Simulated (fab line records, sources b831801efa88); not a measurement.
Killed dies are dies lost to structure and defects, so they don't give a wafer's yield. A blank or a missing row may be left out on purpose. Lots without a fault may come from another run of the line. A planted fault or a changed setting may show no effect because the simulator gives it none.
A struck lot beside a sound one | flow gf180mcu | 16 steps out of a route of 602
Sound: wafers L461.1, L461.4, L461.6. Struck: wafers L470.2, L470.3, L470.4. The cause comes at the end.
At each step with rows: each side's tool, then ch and its chambers, then its first start. Under that, the readings that differ: sound wafers | struck wafers | difference of the means | sigmas: that difference in standard deviations of wafers without a fault.
alike: readings whose means differ by less than 2 such deviations, and words and numbers that are the same on both sides. not compared: withheld readings, readings that some wafer has no value for, bounds like >300 that may hide the same value, and numbers for which the record gives no deviation and whose values overlap.
The two part at a step that has a row with sigmas, a row that says differs or no value, or rows on one side only. Numbers that don't overlap but have no deviation are shown without sigmas and don't part them. A reading that every wafer of one side lacks parts them only if that side has two wafers or more.

first, 4 steps without rows for these wafers: GF_M2_SOFTBAKE_10 (time 60 s); GF_M2_EXPOSE_11 (exposes mask Metal2, target cd 280 nm); GF_M2_PEB_12 (peb time 90 s); GF_M2_DEVELOP_13 (develop time 60 s).
GF_M2_CD_MEAS_14: target cd 280 nm.
  sound on cd_sem-01, day 21 13:14; struck on cd_sem-01, day 24 14:58
  alike: cd_nm
GF_M2_OVL_MEAS_15:
  sound on overlay-02, day 21 13:21; struck on overlay-02, day 24 15:04
  alike: M2_OVL
GF_M2_METAL_ETCH_16: etches the open film in Cl2/BCl3, stops on SiO2, target depth 750.8 nm, time 125.1 s.
  sound on rie_metal-03 ch 0, day 21 13:23; struck on rie_metal-04 ch 0,1, day 24 15:06
  alike: drypump_motor_current_A, he_backside_leak_sccm, oes_product_au, throttle_valve_pct
  not compared: rf_hours_counter_h
GF_M2_STRIP_17: strips in O2/N2.
  sound on plasma_asher-04 ch 0,1, day 21 13:31; struck on plasma_asher-01 ch 0,1, day 24 15:14
  alike: drypump_motor_current_A, heater_power_w, o2_flow_sccm, oes_product_au, strip_time_to_endpoint_s
  not compared: rf_hours_counter_h
then, 3 steps without rows for these wafers: GF_M2_STRIP_18 (strips in post etch residue remover, time 1200 s); GF_M2_CLEAN_19 (cleans in DIW); GF_V2_CVD_00 (deposits SiO2, target thk 600 nm, time 100 s).
GF_V2_THK_MEAS_01:
  sound on film_metro-01, day 21 14:07; struck on film_metro-04, day 24 15:50
  alike: V2_CVD_00_THK
GF_V2_CVD_02: deposits SiO2 from TEOS, target thk 850 nm, time 94.851 s.
  sound on pecvd-01 ch 0,1,2, day 21 14:11; struck on pecvd-01 ch 0,2, day 24 15:53
  reading                             | sound             | struck            | difference | sigmas
  model.SiO2_of_V2_CVD_02.thk_nm (nm) | 834.2 846.8 849.4 | 789.3 792.4 797.9 | -50.3      |
  alike: heater_power_outer_w, heater_power_w, susceptor_temp_C
GF_V2_THK_MEAS_03:
  sound on film_metro-01, day 21 14:15; struck on film_metro-04, day 24 15:58
  reading            | sound       | struck      | difference | sigmas
  V2_CVD_02_THK (nm) | 834 846 850 | 789 792 798 | -50        | -5
GF_V2_CMP_04: polishes SiO2.
  sound on cmp-01 ch 1,3, day 21 14:22; struck on cmp-02 ch 0,1,2, day 24 16:05
  reading                | sound    | struck   | difference | sigmas
  time_to_endpoint_s (s) | 73 81 84 | 55 58 59 | -22        | -4
  alike: motor_current_A, platen_rpm, retaining_ring_pressure_frac
GF_V2_BOW_MEAS_05:
  sound on film_metro-01, day 21 14:37; struck on film_metro-04, day 24 16:22
  alike: V2_BOW

WHERE THEY PART
First at GF_V2_THK_MEAS_03; last, within this record, at GF_V2_CMP_04. Later steps at which nothing parts them and some readings are alike: GF_V2_BOW_MEAS_05.

WHY: what the simulator had put in
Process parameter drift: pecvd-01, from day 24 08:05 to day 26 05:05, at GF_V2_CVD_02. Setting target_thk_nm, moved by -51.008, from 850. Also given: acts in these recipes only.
